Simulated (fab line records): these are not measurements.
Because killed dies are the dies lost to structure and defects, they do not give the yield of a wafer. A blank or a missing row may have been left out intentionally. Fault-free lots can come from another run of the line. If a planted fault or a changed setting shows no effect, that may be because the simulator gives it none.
Which tool is to blame?    flow sfq-line    Sampling: 14 lots, 42 wafers, 5 of 325 route steps

== WHAT EACH GAUGE READ, for each wafer ==
The record holds no reading of a measuring or inspecting step that can be judged against a usual standard deviation.

== TOOL THAT RAN EACH LOT (tool first, then ch and the chambers of the sampled wafers, then the start) ==
lot   SFQ_TRILAYER_I2_VIA_ETCH_VIA_ETCH_070  SFQ_TRILAYER_R5_DEP_SPUTTER_133  SFQ_TRILAYER_R5_DEP_SPUTTER_134  SFQ_TRILAYER_A5C_DEP_PECVD_142   SFQ_TRILAYER_C5_ETCH_VIA_ETCH_154
L949  rie-diel-02 ch 1,2, day 43 09:43       pvd-sputter-03, day 57 02:16     pvd-sputter-03, day 57 02:19     pecvd-04 ch 1,2, day 62 18:46    rie-diel-01 ch 0,1,2, day 67 10:04
L950  rie-diel-01 ch 1,2, day 43 17:02       pvd-sputter-04, day 57 05:29     pvd-sputter-04, day 57 05:32     pecvd-04 ch 0,1,2, day 62 23:35  rie-diel-01 ch 1,2, day 67 16:04
L952  rie-diel-01 ch 0,3, day 44 18:02       pvd-sputter-04, day 57 21:12     pvd-sputter-04, day 57 21:15     pecvd-04 ch 0,2, day 63 12:30    rie-diel-04 ch 1,2,3, day 68 16:18
L954  rie-diel-01 ch 1,3, day 45 11:57       pvd-sputter-04, day 58 17:02     pvd-sputter-04, day 58 17:06     pecvd-04 ch 0,1,2, day 63 23:18  rie-diel-01 ch 0,1,2, day 69 12:19
L955  rie-diel-04 ch 1,3, day 45 23:57       pvd-sputter-04, day 59 08:02     pvd-sputter-04, day 59 08:06     pecvd-02 ch 1,2, day 64 07:44    rie-diel-01 ch 2,3, day 69 22:54
L956  rie-diel-04 ch 0,1,2, day 46 11:57     pvd-sputter-04, day 60 01:35     pvd-sputter-04, day 60 01:38     pecvd-03 ch 0,1, day 64 23:19    rie-diel-04 ch 0,3, day 70 10:50
L957  rie-diel-04 ch 2,3, day 46 17:57       pvd-sputter-03, day 60 04:35     pvd-sputter-03, day 60 04:38     pecvd-04 ch 0,2, day 65 00:31    rie-diel-02 ch 1,2,3, day 70 13:05
L961  rie-diel-04 ch 0,1,3, day 47 22:40     pvd-sputter-05, day 63 12:14     pvd-sputter-05, day 63 12:18     pecvd-02 ch 0,1, day 65 22:11    rie-diel-04 ch 0,3, day 76 15:29
L963  rie-diel-04 ch 0,1,2, day 48 07:04     pvd-sputter-04, day 66 21:38     pvd-sputter-04, day 66 21:41     pecvd-04 ch 0,1,2, day 67 01:35  rie-diel-01 ch 1,2,3, day 77 08:17
L967  rie-diel-04 ch 0,1,3, day 50 10:47     pvd-sputter-04, day 69 01:54     pvd-sputter-04, day 69 01:57     pecvd-03 ch 0,1, day 69 05:20    rie-diel-01 ch 0,1,3, day 78 21:29
L968  rie-diel-04 ch 2,3, day 51 06:07       pvd-sputter-04, day 69 16:38     pvd-sputter-04, day 69 16:41     pecvd-04 ch 0,2, day 69 22:23    rie-diel-02 ch 1,2,3, day 79 11:53
L969  rie-diel-02 ch 0,3, day 51 12:07       pvd-sputter-04, day 70 01:38     pvd-sputter-04, day 70 01:41     pecvd-02 ch 1,2, day 70 05:34    rie-diel-01 ch 0,1,3, day 79 13:13
L971  rie-diel-04 ch 0,2,3, day 52 05:02     pvd-sputter-05, day 75 18:38     pvd-sputter-05, day 75 18:41     pecvd-04 ch 0,1,2, day 79 19:58  rie-diel-04 ch 1,2,3, day 80 01:34
L972  rie-diel-01 ch 0,1,2, day 52 12:14     pvd-sputter-03, day 75 22:34     pvd-sputter-03, day 75 22:38     pecvd-02 ch 0,1, day 79 21:09    rie-diel-01 ch 1,2,3, day 80 06:46
- SFQ_TRILAYER_I2_VIA_ETCH_VIA_ETCH_070: etches SiO2 in CHF3, stops on Nb, target depth 260 nm.
- SFQ_TRILAYER_R5_DEP_SPUTTER_133: material MoNx, target thk 40 nm, time 66.7 s.
- SFQ_TRILAYER_R5_DEP_SPUTTER_134: material Ti, target thk 5 nm, time 5 s.
- SFQ_TRILAYER_A5C_DEP_PECVD_142: deposits SiO2 from SiH4/N2O, time 15.556 s, target thk 70 nm.
- SFQ_TRILAYER_C5_ETCH_VIA_ETCH_154: etches SiO2 in CHF3, stops on Nb, target depth 84 nm.

== WHAT THE TOOLS THEMSELVES READ (means of the sampled wafers that have a number; where no wafer has one, the mark that the record gives instead) ==
SFQ_TRILAYER_I2_VIA_ETCH_VIA_ETCH_070.
lot   tool         bias-w (W)  drypump-motor-current-A (A)  oes-product-au (a.u.)
L949  rie-diel-02  79.99       5.9                          0.856
L950  rie-diel-01  80.17       6.1                          0.855
L952  rie-diel-01  80.11       5.4                          0.858
L954  rie-diel-01  79.99       5.8                          0.856
L955  rie-diel-04  79.89       5.4                          0.853
L956  rie-diel-04  79.98       5.8                          0.853
L957  rie-diel-04  79.60       5.8                          0.851
L961  rie-diel-04  79.92       5.6                          0.857
L963  rie-diel-04  79.69       5.8                          0.858
L967  rie-diel-04  79.91       5.6                          0.851
L968  rie-diel-04  79.94       6.0                          0.850
L969  rie-diel-02  79.92       6.3                          0.855
L971  rie-diel-04  80.24       5.9                          0.853
L972  rie-diel-01  80.14       5.8                          0.853

SFQ_TRILAYER_R5_DEP_SPUTTER_133.
lot   tool            throttle-valve-pct (%)
L949  pvd-sputter-03  30.0
L950  pvd-sputter-04  30.1
L952  pvd-sputter-04  29.5
L954  pvd-sputter-04  30.0
L955  pvd-sputter-04  30.0
L956  pvd-sputter-04  29.4
L957  pvd-sputter-03  29.9
L961  pvd-sputter-05  30.1
L963  pvd-sputter-04  29.3
L967  pvd-sputter-04  29.0
L968  pvd-sputter-04  29.5
L969  pvd-sputter-04  30.3
L971  pvd-sputter-05  29.4
L972  pvd-sputter-03  29.5

SFQ_TRILAYER_R5_DEP_SPUTTER_134.
lot   tool            throttle-valve-pct (%)
L949  pvd-sputter-03  30.0
L950  pvd-sputter-04  30.1
L952  pvd-sputter-04  29.6
L954  pvd-sputter-04  30.2
L955  pvd-sputter-04  30.1
L956  pvd-sputter-04  29.3
L957  pvd-sputter-03  29.9
L961  pvd-sputter-05  30.2
L963  pvd-sputter-04  29.3
L967  pvd-sputter-04  29.0
L968  pvd-sputter-04  29.3
L969  pvd-sputter-04  30.3
L971  pvd-sputter-05  29.5
L972  pvd-sputter-03  29.6

SFQ_TRILAYER_A5C_DEP_PECVD_142.
lot   tool      heater-power-w (W)  throttle-valve-pct (%)
L949  pecvd-04  115                 24.9
L950  pecvd-04  100                 25.5
L952  pecvd-04  88                  25.8
L954  pecvd-04  100                 25.6
L955  pecvd-02  84                  23.3
L956  pecvd-03  72                  24.4
L957  pecvd-04  91                  25.9
L961  pecvd-02  71                  23.5
L963  pecvd-04  95                  25.7
L967  pecvd-03  75                  24.5
L968  pecvd-04  77                  26.3
L969  pecvd-02  81                  23.5
L971  pecvd-04  96                  25.5
L972  pecvd-02  78                  24.7

SFQ_TRILAYER_C5_ETCH_VIA_ETCH_154.
lot   tool         bias-w (W)  drypump-motor-current-A (A)  oes-product-au (a.u.)
L949  rie-diel-01  78.06       5.8                          0.898
L950  rie-diel-01  78.11       6.0                          0.894
L952  rie-diel-04  77.88       5.7                          0.888
L954  rie-diel-01  78.13       5.8                          0.890
L955  rie-diel-01  78.01       5.6                          1.000
L956  rie-diel-04  78.27       5.7                          0.891
L957  rie-diel-02  78.12       6.1                          0.886
L961  rie-diel-04  78.15       5.7                          1.002
L963  rie-diel-01  78.21       5.8                          0.893
L967  rie-diel-01  77.82       5.5                          0.893
L968  rie-diel-02  78.17       6.1                          0.889
L969  rie-diel-01  78.01       5.6                          0.895
L971  rie-diel-04  78.03       5.7                          0.898
L972  rie-diel-01  78.08       5.8                          0.901

== THE ANSWER, worked out from the rows above alone ==
Rule: usual is defined by the lots themselves. Put in order of their means at a reading, lots are off if they are a third of the lots or fewer, leave a main group of 4 or more, and stand apart from it by a gap of 3 or more times the standard deviation of the main group's means; of several such gaps the widest counts. A main group is skipped when, at the precision printed for the reading in the tables above, its means are all equal. A lot without any number at a reading at which 4 lots or more have one is off too. Any other lot the step has rows for is counted as sound. After the gauges, taken in route order, come the tools' own readings; for these a lot's mean is taken, as printed above. The first step at which some lot is off is used, and at that step the reading that is off furthest; a lot without a number counts as furthest.
Off, at SFQ_TRILAYER_C5_ETCH_VIA_ETCH_154 on oes-product-au: L955, L961. Main group: mean 0.893 a.u., sd 0.0043.
If a tool, at that step or one of the process steps before it, ran each lot that is off and ran no sound lot following the first of them, it fits. None of those tried fits.

== WHAT THE SIMULATOR HAD PUT IN ==
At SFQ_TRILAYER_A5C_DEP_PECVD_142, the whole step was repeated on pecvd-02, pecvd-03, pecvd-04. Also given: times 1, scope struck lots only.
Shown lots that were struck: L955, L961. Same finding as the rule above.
